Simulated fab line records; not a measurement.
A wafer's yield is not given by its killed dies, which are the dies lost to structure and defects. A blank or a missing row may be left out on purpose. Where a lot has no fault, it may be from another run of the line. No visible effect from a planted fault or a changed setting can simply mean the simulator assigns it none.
A lot that was struck, set against a sound lot / flow gf180mcu / 15 steps out of a route of 602
Sound: wafers L297.3, L297.5, L297.6. Wafers struck: L300.1, L300.4, L300.5. Last of all comes the cause.
Per side, at each step with rows, come the tool, then ch with its chambers, and then its first start. Under that, the readings that differ: sound wafers / struck wafers / difference of the means / sigmas: that difference in standard deviations of wafers without a fault.
alike: readings whose means differ by less than 2 such deviations, and words and numbers that are the same on both sides. not compared: withheld readings, readings that some wafer has no value for, bounds like >300 that may hide the same value, and numbers for which the record gives no deviation and whose values overlap.
Wherever a step has rows on one side only, a row that says differs or no value, or a row with sigmas, the two part there. Numbers that don't overlap but have no deviation are shown without sigmas and don't part them. Lack of a reading on every wafer of one side parts them only where that side has two or more wafers.

first, 5 steps without rows for these wafers: GF_V3_COAT_09 (resist thk 1000 nm); GF_V3_SOFTBAKE_10 (time 60 s); GF_V3_EXPOSE_11 (exposes mask Via3, target cd 260 nm); GF_V3_PEB_12 (peb time 90 s); GF_V3_DEVELOP_13 (develop time 60 s).
GF_V3_CD_MEAS_14: target cd 260 nm.
  sound: cdSem-02 at day 22 17:14; struck: cdSem-02 at day 23 14:20
  alike: cdNm
GF_V3_OVL_MEAS_15:
  sound: overlay-01 at day 22 17:20; struck: overlay-02 at day 23 14:28
  alike: V3_OVL
GF_V3_ETCH_16: etches BARC in N2/H2.
  sound on rieDiel-01 ch 1,2, day 22 17:22; struck on rieDiel-01 ch 1,2,3, day 23 14:29
  alike: drypumpMotorCurrentA, oesProductAu, throttleValvePct
GF_V3_ETCH_17: etches SiO2 in C4F8/O2/Ar, stops on TiN, target depth 635 nm.
  sound: rieDiel-01 ch 1,2; struck: rieDiel-01 ch 1,2,3
  alike: oesProductAu
GF_V3_STRIP_18: strips in O2/N2.
  sound on plasmaAsher-02 ch 0,1, day 22 17:31; struck on plasmaAsher-01 ch 0,1, day 23 14:37
  alike: drypumpMotorCurrentA, heaterPowerW, oesProductAu, platenTempC
  not compared: rfHoursCounterH
then, 2 steps without rows for these wafers: GF_V3_STRIP_19 (strips in post etch residue remover, time 1200 s); GF_V3_CLEAN_20 (cleans in DIW).
GF_V3_SPUTTER_21: material Ti, target thk 15 nm, time 80.02 s.
  sound: pvdSputter-03 at day 22 18:03; struck: pvdSputter-04 at day 23 15:10
reading=cathodeDcPowerW (W); sound=2500.5 2499.6 2500.3; struck=2080.1 2079.4 2081.0; difference=-420.0; sigmas=-99 or more
reading=model.Ti_of_V3_SPUTTER_21.thkNm (nm); sound=14.97 15 15; struck=12.61 12.55 12.77; difference=-2.35; sigmas=
  alike: throttleValvePct
GF_V3_SPUTTER_22: material TiN, target thk 10 nm, time 40 s.
  sound: pvdSputter-03 at day 22 18:07; struck: pvdSputter-04 at day 23 15:13
  alike: cathodeDcPowerW, throttleValvePct
-- the record jumps here: 6 days lie between the struck wafers' starts before and after (it left off in module V3 and takes up again in module PASSIVATION, whose first step shown is number 602 of the route) --
GF_PASSIVATION_PROBE_99:
  rows exist in the record for the struck wafers here (prober-02, day 30 01:32), but not for the sound ones

WHERE THEY PART
First at GF_V3_SPUTTER_21; last, within this record, at GF_PASSIVATION_PROBE_99.

WHY: whatever the simulator had introduced
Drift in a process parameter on pvdSputter-04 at GF_V3_SPUTTER_21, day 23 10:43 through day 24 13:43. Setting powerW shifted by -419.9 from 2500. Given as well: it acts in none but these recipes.
